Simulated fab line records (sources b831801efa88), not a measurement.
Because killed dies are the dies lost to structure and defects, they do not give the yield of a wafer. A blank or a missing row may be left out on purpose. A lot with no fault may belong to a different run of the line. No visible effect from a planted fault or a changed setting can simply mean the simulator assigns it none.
Struck lot and sound lot, side by side	flow sky130	31 steps out of a route of 708
Sound: the wafers L274.2, L274.4, L274.6. Wafers L270.1, L270.4, L270.6 were the ones struck. The cause comes at the end.
Per side, at each step with rows, come the tool, then ch with its chambers, and then its first start. Under that, the readings that differ: sound wafers	struck wafers	difference of the means	sigmas: that difference in standard deviations of wafers without a fault.
alike: readings whose means differ by less than 2 such deviations, and words and numbers that are the same on both sides. not compared: withheld readings, readings that some wafer has no value for, bounds like >300 that may hide the same value, and numbers for which the record gives no deviation and whose values overlap.
Wherever a step has rows on one side only, a row that says differs or no value, or a row with sigmas, the two part there. When numbers do not overlap yet have no deviation, they are printed without sigmas and do not part them. Lack of a reading on every wafer of one side parts them only where that side has two or more wafers.

first, 1 step without rows for these wafers: SKY_NWELL_IMPLANT_13.
SKY_NWELL_STRIP_14: strips in O2/N2.
  sound on plasma-asher-01 ch 0,1, day 7 23:54; struck on plasma-asher-02 ch 0,1, day 7 07:10
  alike: chamber-pressure-mTorr, drypump-motor-current-A, oes-product-au, strip-time-to-endpoint-s
  not compared: rf-hours-counter-h
SKY_NWELL_TW_MEAS_15:
  sound on film-metro-03 at day 8 00:01; struck on film-metro-01 at day 7 07:16
  alike: NWELL_TW
then, 7 steps without rows for these wafers: SKY_NWELL_DEHYDRATE_16 (time 60 s); SKY_NWELL_HMDS_17 (prime time 60 s); SKY_NWELL_COAT_18 (resist thk 3000 nm); SKY_NWELL_SOFTBAKE_19; SKY_NWELL_EXPOSE_20 (exposes mask NWM COMPLEMENT, target cd 840 nm); SKY_NWELL_PEB_21; SKY_NWELL_DEVELOP_22 (develop time 60 s).
SKY_NWELL_OVL_MEAS_23:
  sound on overlay-01 at day 8 19:49; struck on overlay-02 at day 8 00:07
  alike: NWELL_01_OVL
following that, these wafers have no rows for 1 step: SKY_NWELL_IMPLANT_24.
SKY_NWELL_STRIP_25: strips in O2/N2.
  sound on plasma-asher-04 ch 0,1, day 8 19:59; struck on plasma-asher-04 ch 0,1, day 8 00:18
  no value came back on the struck wafers for chamber-pressure-mTorr (mTorr), drypump-motor-current-A (A), oes-product-au (a.u.), strip-time-to-endpoint-s (s); on the sound wafers chamber-pressure-mTorr (mTorr) reads 1502.0 1498.7 1497.0
reading	sound	struck	difference	sigmas
model.coat_of_NWELL_COAT_18.thk-nm (nm)	0 0 0	3004 3007 2995	+3002	
  not compared: rf-hours-counter-h
SKY_NWELL_TW_MEAS_26:
  sound on film-metro-01 at day 8 20:06; struck on film-metro-03 at day 8 00:24
  alike: NWELL_2_TW
then, 1 step without rows for these wafers: SKY_NWELL_CLEAN_27 (cleans in SC1/SC2, time 150 s).
SKY_NWELL_RTA_28: time 30 s.
  sound on rtp-anneal-01 ch 0, day 8 20:13; struck on rtp-anneal-01 ch 0, day 8 00:34
  alike: lamp-power-pct, wafer_temp_C_max
SKY_NWELL_RS_MEAS_29: a four-point-probe measurement.
  sound on film-metro-02 at day 8 20:19; struck on film-metro-03 at day 8 00:40
  alike: NWELL_RS
SKY_NWELL_RS_MEAS_31: a four-point-probe measurement.
  sound on film-metro-02 at day 8 20:34; struck on film-metro-03 at day 8 00:55
  alike: PWDE_RS
then, 7 steps without rows for these wafers: SKY_VT_ADJUST_HVTP_DEHYDRATE_00 (time 60 s); SKY_VT_ADJUST_HVTP_HMDS_01 (prime time 60 s); SKY_VT_ADJUST_HVTP_COAT_02 (resist thk 1140 nm); SKY_VT_ADJUST_HVTP_SOFTBAKE_03 (time 60 s); SKY_VT_ADJUST_HVTP_EXPOSE_04 (exposes mask HVTPM, target cd 380 nm); SKY_VT_ADJUST_HVTP_PEB_05; SKY_VT_ADJUST_HVTP_DEVELOP_06 (develop time 60 s).
SKY_VT_ADJUST_HVTP_CD_MEAS_07: target cd 380 nm.
  sound on cd-sem-01 at day 9 17:08; struck on cd-sem-02 at day 8 22:21
  alike: cd-nm
SKY_VT_ADJUST_HVTP_OVL_MEAS_08:
  sound on overlay-01 at day 9 17:15; struck on overlay-01 at day 8 22:28
  alike: VT_ADJUST_HVTP_OVL
following that, these wafers have no rows for 1 step: SKY_VT_ADJUST_HVTP_IMPLANT_09.
SKY_VT_ADJUST_HVTP_STRIP_10: strips in O2/N2.
  sound on plasma-asher-02 ch 0,1, day 9 17:26; struck on plasma-asher-01 ch 0,1, day 8 22:40
reading	sound	struck	difference	sigmas
oes-product-au (a.u.)	0.718 0.721 0.713	0.731 0.727 0.727	+0.011	+3
strip-time-to-endpoint-s (s)	14.19 14.19 14.22	58.86 58.95 58.72	+44.64	+99 or more
  alike: chamber-pressure-mTorr, drypump-motor-current-A
  not compared: rf-hours-counter-h
SKY_VT_ADJUST_HVTP_TW_MEAS_11:
  sound on film-metro-01 at day 9 17:32; struck on film-metro-03 at day 8 22:46
reading	sound	struck	difference	sigmas
VT_ADJUST_HVTP_TW	1350 1358 1341	30 30 30	-1320	-99 or more
then, 1 step without rows for these wafers: SKY_VT_ADJUST_LVTN_DEHYDRATE_00 (time 60 s).

== WHERE THEY PART ==
First at SKY_NWELL_STRIP_25; last, within this record, at SKY_VT_ADJUST_HVTP_TW_MEAS_11.

WHY: the cause the simulator had injected
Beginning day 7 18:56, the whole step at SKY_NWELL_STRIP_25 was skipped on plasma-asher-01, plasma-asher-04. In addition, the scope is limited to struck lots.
